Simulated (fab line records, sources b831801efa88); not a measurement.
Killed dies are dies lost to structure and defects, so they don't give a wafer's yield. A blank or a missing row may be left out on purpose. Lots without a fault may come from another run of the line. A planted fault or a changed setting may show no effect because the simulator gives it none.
fab line records | flow gf180mcu
record lots=12 wafers=34 last_day=34
route steps=602 shown CONTACT@310 M1@331 V1@358 V2@385
lots that met no fault: from a run of the same line without faults
start_h: hours from the record's first day to the start of the lot's first wafer shown | wait_h: hours since the lot's step before | " the same as in the row above | L1.1+2: a row that stands for several wafers | - no value, or no start given | * or withheld: withheld | < > ~ a bound
route shown NAME@n: a module of which the file shows steps, and the number in the route of the first | usual: mean/standard deviation of fault-free wafers | same: alike in all rows | chamber/n: place in a boat | sites: the reading at each site | _std_site: their standard deviation | _edge_site: outer sites' mean less inner sites' | radius_mm: how far each site lies from the wafer's centre | mask NAME#n: copy n | behind: the tool/chamber that last shaped the wafer | hold: why the lot was held/for how many hours/how that ended | device: the transistor (n, p or np) that didn't switch | end of line: the same wafers' tests at the end of the route | a step without rows: its recipe alone | killed: dies lost to structure and defects at the first sort, not the wafer's yield | map: a wafer's dies, x killed, . not, _ none there
set.NAME: the setting as run; set.NAME@STEP: as run at that earlier step | model.NAME: the simulator's own value behind a step, which no gauge read
steps of the route over a sample of lots; a table a step, a row a wafer
services: from which hour (start_h, from the record's first day; less than 0 if before it) a tool's chamber was out of use, for how many hours, and why
## steps
# step GF_CONTACT_SPUTTER_23
# recipe material=TiN target_thk_nm=10 chamber_pressure_pa=5 power_w=4000 time_s=40
# usual throttle_valve_pct=29.7/1.6
# columns lot.wafer tool chamber start_h wait_h throttle_valve_pct
L760.1 pvd_sputter-02 - 368.96 0.0 28.3
L760.2 " - " " 32.0
L760.4 " - " " 27.8
L761.1 pvd_sputter-02 - 379.27 0.0 28.2
L761.4 " - " " 28.0
L761.5 " - " " 28.3
L762.3 pvd_sputter-02 - 382.27 0.0 31.1
L762.4 " - " " 31.9
L762.6 " - " " 28.3
L763.1 pvd_sputter-03 - 401.61 0.0 29.5
L763.3 " - " " 29.5
L763.6 " - " " 30.9
L765.3 pvd_sputter-02 - 411.30 0.0 32.0
L765.4 " - " " 31.3
L765.6 " - " " 27.9
L767.2 pvd_sputter-02 - 436.78 0.0 27.7
L767.3 " - " " 31.2
L767.6 " - " " 28.0
L768.2 pvd_sputter-02 - 439.97 0.0 31.2
L768.5 " - " " 31.9
L768.6 " - " " 28.2
L775.1 pvd_sputter-03 - 508.34 0.0 29.4
L775.4 " - " " 31.2
L776.1 pvd_sputter-02 - 514.65 0.0 31.2
L776.2 " - " " 28.4
L776.6 " - " " 31.0
L778.1 pvd_sputter-03 - 520.55 0.0 30.7
L778.2 " - " " 29.4
L778.6 " - " " 29.5
L777.1 pvd_sputter-04 - 524.39 0.0 30.5
L777.2 " - " " 27.3
L782.1 pvd_sputter-02 - 549.74 0.0 31.2
L782.4 " - " " 28.1
L782.6 " - " " 32.2
# step GF_M1_METAL_ETCH_16
# recipe chemistry=Cl2/BCl3 mask_material=KrF target_depth_nm=750.8 stop_on=SiO2 pressure_mtorr=8 icp_w=800 bias_w=140 Cl2_flow_sccm=80 bcl3_flow_sccm=40 time_s=125.1
# usual drypump_motor_current_A=5.7/0.68 oes_product_au=0.990/0.0068 throttle_valve_pct=28.229/0.0096
# columns lot.wafer tool chamber start_h wait_h drypump_motor_current_A oes_product_au rf_hours_counter_h throttle_valve_pct
L760.1 rie_metal-04 0 392.58 0.0 6.5 0.985 4 28.227
L760.2 " 1 " " 4.6 0.979 10 28.242
L760.4 " 1 " " 4.6 0.989 - 28.241
L761.1 rie_metal-02 1 403.18 0.0 6.2 0.982 12 28.216
L761.4 " 0 " " 6.1 1.004 - 28.223
L761.5 " 1 " " 6.2 0.994 - 28.236
L762.3 rie_metal-01 0 405.86 0.1 5.0 0.999 - 28.235
L762.4 " 1 " " 5.8 0.992 - 28.235
L762.6 " 0 " " 5.0 0.993 - 28.228
L763.1 rie_metal-04 0 426.07 0.0 6.5 0.996 5 28.220
L763.3 " 1 " " 4.6 0.976 - 28.254
L763.6 " 0 " " 6.5 1.000 - 28.216
L765.3 rie_metal-04 1 436.16 0.1 4.6 0.992 - 28.249
L765.4 " 0 " " 6.5 0.991 - 28.223
L765.6 " 1 " " 4.6 0.978 - 28.234
L767.2 rie_metal-04 1 462.58 0.0 4.6 0.981 11 28.245
L767.3 " 1 " " 4.6 0.976 - 28.240
L767.6 " 0 " " 6.5 0.997 - 28.230
L768.2 rie_metal-01 0 464.48 0.0 5.0 0.995 10 28.228
L768.5 " 0 " " 5.0 0.990 - 28.234
L768.6 " 1 " " 5.8 0.981 - 28.240
L775.1 rie_metal-01 0 532.91 0.0 5.0 0.995 11 28.243
L775.4 " 0 " " 5.0 0.989 - 28.241
L776.1 rie_metal-04 1 540.06 0.0 4.6 0.987 1 28.239
L776.2 " 0 " " 6.5 0.994 8 28.216
L776.6 " 0 " " 6.5 1.000 - 28.217
L778.1 rie_metal-01 1 544.47 0.0 5.9 0.999 2 28.221
L778.2 " 0 " " 5.0 0.991 12 28.225
L778.6 " 0 " " 5.0 0.999 - 28.223
L777.1 rie_metal-01 0 547.97 0.0 5.0 0.989 12 28.228
L777.2 " 1 " " 5.9 0.996 3 28.231
L782.1 rie_metal-02 1 573.36 0.0 6.2 0.987 3 28.246
L782.4 " 1 " " 6.2 0.984 - 28.238
L782.6 " 0 " " 6.2 0.993 - 28.238
# step GF_V1_CVD_23
# recipe material=W target_thk_nm=350 time_s=105.05 temp_c=400 pressure_torr=40
# usual heater_power_w=868/29 susceptor_temp_C=400.03/0.25
# columns lot.wafer tool chamber start_h wait_h heater_power_w susceptor_temp_C
L760.1 cvd_w-02 1 418.27 0.0 847 399.79
L760.2 " 0 " " 882 399.68
L760.4 " 1 " " 882 399.63
L761.1 cvd_w-02 0 427.93 0.0 859 400.10
L761.4 " 0 " " 885 399.67
L761.5 " 0 " " 863 399.94
L762.3 cvd_w-02 0 432.86 0.1 882 399.52
L762.4 " 1 " " 879 399.81
L762.6 " 0 " " 884 399.77
L763.1 cvd_w-01 0 452.92 0.0 805 399.82
L763.3 " 0 " " 788 399.82
L763.6 " 1 " " 886 400.14
L765.3 cvd_w-02 0 462.86 0.1 889 400.05
L765.4 " 1 " " 873 399.88
L765.6 " 0 " " 885 399.75
L767.2 cvd_w-02 0 488.18 0.0 865 399.92
L767.3 " 0 " " 882 400.13
L767.6 " 0 " " 873 399.73
L768.2 cvd_w-02 0 490.78 0.0 877 400.29
L768.5 " 1 " " 872 400.17
L768.6 " 0 " " 876 400.24
L775.1 cvd_w-02 0 557.70 0.0 887 399.78
L775.4 " 1 " " 864 399.96
L776.1 cvd_w-02 1 564.66 0.0 882 400.22
L776.2 " 0 " " 887 399.87
L776.6 " 1 " " 902 400.27
L778.1 cvd_w-01 1 569.42 0.0 873 400.19
L778.2 " 0 " " 814 399.93
L778.6 " 0 " " 816 400.01
L777.1 cvd_w-02 1 572.57 0.0 916 399.82
L777.2 " 0 " " 883 400.28
L782.1 cvd_w-01 1 596.97 0.0 861 399.89
L782.4 " 0 " " 780 400.04
L782.6 " 0 " " 797 400.24
# step GF_V1_RS_MEAS_24
# recipe thk_meas_gauge=four-point-probe reads=W_of_V1_CVD_23+TiN_of_V1_SPUTTER_22+Ti_of_V1_SPUTTER_21
# usual V1_W_RS=0.326/0.0035
# columns lot.wafer tool chamber start_h wait_h V1_W_RS[ohm/sq]
L760.1 film_metro-01 - 418.38 0.1 0.326
L760.2 " - " " 0.321
L760.4 " - " " 0.325
L761.1 film_metro-01 - 428.04 0.1 0.324
L761.4 " - " " 0.324
L761.5 " - " " 0.323
L762.3 film_metro-01 - 432.98 0.1 0.325
L762.4 " - " " 0.326
L762.6 " - " " 0.324
L763.1 film_metro-04 - 453.04 0.1 0.335
L763.3 " - " " 0.332
L763.6 " - " " 0.329
L765.3 film_metro-03 - 462.98 0.1 0.323
L765.4 " - " " 0.322
L765.6 " - " " 0.324
L767.2 film_metro-04 - 488.31 0.1 0.323
L767.3 " - " " 0.326
L767.6 " - " " 0.322
L768.2 film_metro-04 - 490.91 0.1 0.329
L768.5 " - " " 0.329
L768.6 " - " " 0.325
L775.1 film_metro-04 - 557.86 0.1 0.363
L775.4 " - " " 0.332
L776.1 film_metro-01 - 564.77 0.1 0.350
L776.2 " - " " 0.321
L776.6 " - " " 0.356
L778.1 film_metro-04 - 569.54 0.1 0.330
L778.2 " - " " 0.329
L778.6 " - " " 0.329
L777.1 film_metro-03 - 572.69 0.1 0.363
L777.2 " - " " 0.320
L782.1 film_metro-01 - 597.08 0.1 0.326
L782.4 " - " " 0.330
L782.6 " - " " 0.337
# step GF_V1_THK_MEAS_25
# recipe thk_meas_gauge=xrf reads=W_of_V1_CVD_23
# usual V1_W_THK=354/4.3
# columns lot.wafer tool chamber start_h wait_h V1_W_THK[nm]
L760.1 film_metro-01 - 418.50 0.1 356
L760.2 " - " " 361
L760.4 " - " " 356
L761.1 film_metro-01 - 428.16 0.1 355
L761.4 " - " " 356
L761.5 " - " " 359
L762.3 film_metro-01 - 433.08 0.1 353
L762.4 " - " " 353
L762.6 " - " " 357
L763.1 film_metro-04 - 453.16 0.1 344
L763.3 " - " " 345
L763.6 " - " " 353
L765.3 film_metro-03 - 463.08 0.1 354
L765.4 " - " " 352
L765.6 " - " " 352
L767.2 film_metro-04 - 488.42 0.1 363
L767.3 " - " " 353
L767.6 " - " " 359
L768.2 film_metro-04 - 491.02 0.1 350
L768.5 " - " " 349
L768.6 " - " " 357
L775.1 film_metro-04 - 557.98 0.1 320
L775.4 " - " " 348
L776.1 film_metro-01 - 564.89 0.1 335
L776.2 " - " " 362
L776.6 " - " " 326
L778.1 film_metro-04 - 569.66 0.1 350
L778.2 " - " " 352
L778.6 " - " " 352
L777.1 film_metro-03 - 572.81 0.1 317
L777.2 " - " " 359
L782.1 film_metro-01 - 597.20 0.1 358
L782.4 " - " " 353
L782.6 " - " " 348
# step GF_V2_THK_MEAS_03
# recipe reads=SiO2_of_V2_CVD_02
# usual V2_CVD_02_THK=848/13
# columns lot.wafer tool chamber start_h wait_h V2_CVD_02_THK[nm]
L760.1 film_metro-01 - 444.10 0.1 859
L760.2 " - " " 834
L760.4 " - " " 861
L761.1 film_metro-01 - 454.45 0.0 831
L761.4 " - " " 838
L761.5 " - " " 847
L762.3 film_metro-04 - 459.17 0.1 842
L762.4 " - " " 856
L762.6 " - " " 865
L763.1 film_metro-01 - 478.15 0.0 826
L763.3 " - " " 828
L763.6 " - " " 837
L765.3 film_metro-01 - 487.96 0.1 825
L765.4 " - " " 856
L765.6 " - " " 849
L767.2 film_metro-02 - 513.89 0.0 827
L767.3 " - " " 845
L767.6 " - " " 858
L768.2 film_metro-01 - 516.46 0.0 847
L768.5 " - " " 878
L768.6 " - " " 872
L775.1 film_metro-04 - 580.79 0.1 839
L775.4 " - " " 864
L776.1 film_metro-02 - 588.25 0.0 819
L776.2 " - " " 846
L776.6 " - " " 857
L778.1 film_metro-01 - 591.90 0.0 850
L778.2 " - " " 846
L778.6 " - " " 843
L777.1 film_metro-04 - 595.95 0.0 840
L777.2 " - " " 852
L782.1 film_metro-04 - 618.95 0.0 839
L782.4 " - " " 854
L782.6 " - " " 861
## services
# columns tool chamber start_h hours kind
cvd_w-02 - 349.25 3.7 repair
pvd_sputter-04 - 367.73 2.4 repair
cvd_w-02 1 370.77 9.7 repair
pvd_sputter-02 - 387.16 1.5 repair
cvd_w-02 - 390.00 14.0 pm
cvd_w-02 0 390.00 14.0 vent_cycle
cvd_w-02 1 390.00 14.0 vent_cycle
rie_metal-04 0 402.65 2.5 repair
cvd_w-02 0 404.00 - clean
cvd_w-02 1 404.00 - clean
rie_metal-02 - 413.73 2.8 pm
pvd_sputter-02 - 414.99 3.4 repair
cvd_w-02 - 422.83 1.0 repair
rie_metal-02 0 462.40 5.5 repair
cvd_w-02 - 491.51 4.0 repair
cvd_w-01 - 515.32 2.5 repair
cvd_w-02 0 528.37 25.9 repair
pvd_sputter-04 - 533.78 4.7 repair
pvd_sputter-03 - 535.08 6.7 repair
rie_metal-02 - 538.60 0.9 repair
pvd_sputter-02 2 554.01 - consumable_replace:kit
pvd_sputter-02 2 554.01 18.0 scheduled_down
pvd_sputter-02 2 554.01 18.0 vent_cycle
cvd_w-01 - 571.99 6.9 pm
## key
first_sign step=GF_V1_RS_MEAS_24 reading=V1_W_RS direction=up sigmas=8.9 usual=0.326 struck=0.358
effect step=GF_V1_THK_MEAS_25 reading=V1_W_THK direction=down sigmas=6.8 usual=354 struck=325
met_at GF_V1_CVD_23
struck_lots L775,L776,L777
struck_wafers L775.1,L776.1,L776.6,L777.1
not_acting_at GF_CONTACT_SPUTTER_23,GF_M1_METAL_ETCH_16,GF_V2_THK_MEAS_03
onset_between 490.78 557.70
fault kind=process_parameter_drift tool=cvd_w-02 chamber=- onset_h=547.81 steps=GF_V1_CVD_23 channel=target_thk_nm offset=-30.647 shape=step end_h=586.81 scope=struck_wafers_only acts_in=these_recipes_only stated=350
